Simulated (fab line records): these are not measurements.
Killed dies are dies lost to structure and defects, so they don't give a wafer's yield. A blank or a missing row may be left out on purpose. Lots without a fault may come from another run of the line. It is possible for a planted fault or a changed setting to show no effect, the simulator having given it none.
Split-lot trial / flow gf180mcu / route with 602 steps; 5 lots, 23 wafers read

SPLIT DETAILS
At GF_V3_COAT_09 (resist thk 1000 nm), the setting resist_thk_nm was moved away from the recipe's 1000 nm on 4 of the 23 wafers read, by -4.1% to +4.2%. The other wafers ran this setting at the recipe's value.

The reading is taken at the split's own step.

THE READING
KrF_of_V3_COAT_09.thk_nm (the simulator's own value, which no gauge read), in nm, at GF_V3_COAT_09 (resist thk 1000 nm). No usual value for it is given in the file. Across the 19 wafers here that went through the recipe, the average is 1002.7 nm and the standard deviation 2.1 nm.

wafer=L076.1; tool, chamber at the split=litho_track-02, 0; resist_thk_nm as run, nm=1000; against the recipe=recipe; KrF_of_V3_COAT_09.thk_nm, nm=998.9; against lot-mates on the recipe=-
wafer=L076.2; tool, chamber at the split=litho_track-02, 0; resist_thk_nm as run, nm=1042; against the recipe=+4.2%; KrF_of_V3_COAT_09.thk_nm, nm=1043; against lot-mates on the recipe=+43.4
wafer=L076.3; tool, chamber at the split=litho_track-02, 0; resist_thk_nm as run, nm=1000; against the recipe=recipe; KrF_of_V3_COAT_09.thk_nm, nm=1000; against lot-mates on the recipe=-
wafer=L076.5; tool, chamber at the split=litho_track-02, 0; resist_thk_nm as run, nm=1042; against the recipe=+4.2%; KrF_of_V3_COAT_09.thk_nm, nm=1041; against lot-mates on the recipe=+41.4
wafer=L076.6; tool, chamber at the split=litho_track-02, 0; resist_thk_nm as run, nm=1000; against the recipe=recipe; KrF_of_V3_COAT_09.thk_nm, nm=999.8; against lot-mates on the recipe=-
wafer=L078.1; tool, chamber at the split=litho_track-04, 0; resist_thk_nm as run, nm=1000; against the recipe=recipe; KrF_of_V3_COAT_09.thk_nm, nm=1003; against lot-mates on the recipe=-
wafer=L078.2; tool, chamber at the split=litho_track-04, 0; resist_thk_nm as run, nm=1000; against the recipe=recipe; KrF_of_V3_COAT_09.thk_nm, nm=1003; against lot-mates on the recipe=-
wafer=L078.3; tool, chamber at the split=litho_track-04, 0; resist_thk_nm as run, nm=1000; against the recipe=recipe; KrF_of_V3_COAT_09.thk_nm, nm=1003; against lot-mates on the recipe=-
wafer=L078.4; tool, chamber at the split=litho_track-04, 0; resist_thk_nm as run, nm=1000; against the recipe=recipe; KrF_of_V3_COAT_09.thk_nm, nm=1004; against lot-mates on the recipe=-
wafer=L078.6; tool, chamber at the split=litho_track-04, 0; resist_thk_nm as run, nm=1000; against the recipe=recipe; KrF_of_V3_COAT_09.thk_nm, nm=1001; against lot-mates on the recipe=-
wafer=L081.1; tool, chamber at the split=litho_track-01, 0; resist_thk_nm as run, nm=959.4; against the recipe=-4.1%; KrF_of_V3_COAT_09.thk_nm, nm=957.3; against lot-mates on the recipe=-45.0
wafer=L081.2; tool, chamber at the split=litho_track-01, 0; resist_thk_nm as run, nm=1000; against the recipe=recipe; KrF_of_V3_COAT_09.thk_nm, nm=1002; against lot-mates on the recipe=-
wafer=L081.4; tool, chamber at the split=litho_track-01, 0; resist_thk_nm as run, nm=1000; against the recipe=recipe; KrF_of_V3_COAT_09.thk_nm, nm=1002; against lot-mates on the recipe=-
wafer=L081.3; tool, chamber at the split=litho_track-01, 0; resist_thk_nm as run, nm=959.4; against the recipe=-4.1%; KrF_of_V3_COAT_09.thk_nm, nm=961.7; against lot-mates on the recipe=-40.6
wafer=L081.6; tool, chamber at the split=litho_track-01, 0; resist_thk_nm as run, nm=1000; against the recipe=recipe; KrF_of_V3_COAT_09.thk_nm, nm=1003; against lot-mates on the recipe=-
wafer=L080.1; tool, chamber at the split=litho_track-02, 0; resist_thk_nm as run, nm=1000; against the recipe=recipe; KrF_of_V3_COAT_09.thk_nm, nm=1003; against lot-mates on the recipe=-
wafer=L080.3; tool, chamber at the split=litho_track-02, 0; resist_thk_nm as run, nm=1000; against the recipe=recipe; KrF_of_V3_COAT_09.thk_nm, nm=1005; against lot-mates on the recipe=-
wafer=L080.5; tool, chamber at the split=litho_track-02, 0; resist_thk_nm as run, nm=1000; against the recipe=recipe; KrF_of_V3_COAT_09.thk_nm, nm=1009; against lot-mates on the recipe=-
wafer=L085.1; tool, chamber at the split=litho_track-04, 0; resist_thk_nm as run, nm=1000; against the recipe=recipe; KrF_of_V3_COAT_09.thk_nm, nm=1002; against lot-mates on the recipe=-
wafer=L085.5; tool, chamber at the split=litho_track-04, 0; resist_thk_nm as run, nm=1000; against the recipe=recipe; KrF_of_V3_COAT_09.thk_nm, nm=1002; against lot-mates on the recipe=-
wafer=L085.2; tool, chamber at the split=litho_track-04, 0; resist_thk_nm as run, nm=1000; against the recipe=recipe; KrF_of_V3_COAT_09.thk_nm, nm=1003; against lot-mates on the recipe=-
wafer=L085.6; tool, chamber at the split=litho_track-04, 0; resist_thk_nm as run, nm=1000; against the recipe=recipe; KrF_of_V3_COAT_09.thk_nm, nm=1003; against lot-mates on the recipe=-
wafer=L085.3; tool, chamber at the split=litho_track-04, 0; resist_thk_nm as run, nm=1000; against the recipe=recipe; KrF_of_V3_COAT_09.thk_nm, nm=1004; against lot-mates on the recipe=-

THE FIT
A straight line over all 23 wafers: KrF_of_V3_COAT_09.thk_nm changes by +9.98 nm for each +1% of resist_thk_nm; r = +0.99; the points scatter about the line by 2.4 nm.
The same after taking each lot's own level away (the mean of its wafers on the recipe; 23 wafers): +10.3 nm for each +1%; r = +1.00; scatter 1.4 nm.
The reading moves by 43 nm for the largest change in resist_thk_nm, on that fit.
The span of the lots' own levels, 999.57 to 1005.67 nm, comes to 2.9 times the standard deviation stated above.
So the lot-to-lot level changes the slope little: the two slopes agree.
Check: with one of the wafers moved furthest among these (+4.2%) left out of the fit, the line predicts +43.1 nm for it against its lot-mates. It came out at +43.4 nm against them.

THE OTHER SPLITS THESE WAFERS WENT THROUGH
These wafers also went through other splits before the reading. Each is held against what the fit with the lots' levels taken away leaves over:
other split on the same wafers=GF_M1_METAL_ETCH_16 time_s; wafers away from the commonest value=11; r with KrF_of_V3_COAT_09.thk_nm (lot level and that fit taken away)=-0.17
other split on the same wafers=GF_V1_CVD_02 time_s; wafers away from the commonest value=8; r with KrF_of_V3_COAT_09.thk_nm (lot level and that fit taken away)=+0.08
other split on the same wafers=GF_M2_SPUTTER_03 power_w; wafers away from the commonest value=11; r with KrF_of_V3_COAT_09.thk_nm (lot level and that fit taken away)=-0.05
other split on the same wafers=GF_M2_EXPOSE_11 dose_mj; wafers away from the commonest value=8; r with KrF_of_V3_COAT_09.thk_nm (lot level and that fit taken away)=-0.09
other split on the same wafers=GF_V2_CVD_23 temp_c; wafers away from the commonest value=11; r with KrF_of_V3_COAT_09.thk_nm (lot level and that fit taken away)=-0.04
other split on the same wafers=GF_M3_SPUTTER_04 time_s; wafers away from the commonest value=8; r with KrF_of_V3_COAT_09.thk_nm (lot level and that fit taken away)=-0.39
other split on the same wafers=GF_M3_PEB_12 peb_time_s; wafers away from the commonest value=9; r with KrF_of_V3_COAT_09.thk_nm (lot level and that fit taken away)=-0.13
other split on the same wafers=GF_V3_CVD_00 sih4_flow_sccm; wafers away from the commonest value=6; r with KrF_of_V3_COAT_09.thk_nm (lot level and that fit taken away)=+0.25

FILE'S OWN FIT
KrF_of_V3_COAT_09.thk_nm changes by +10.3 nm for each +1% of resist_thk_nm, r = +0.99.
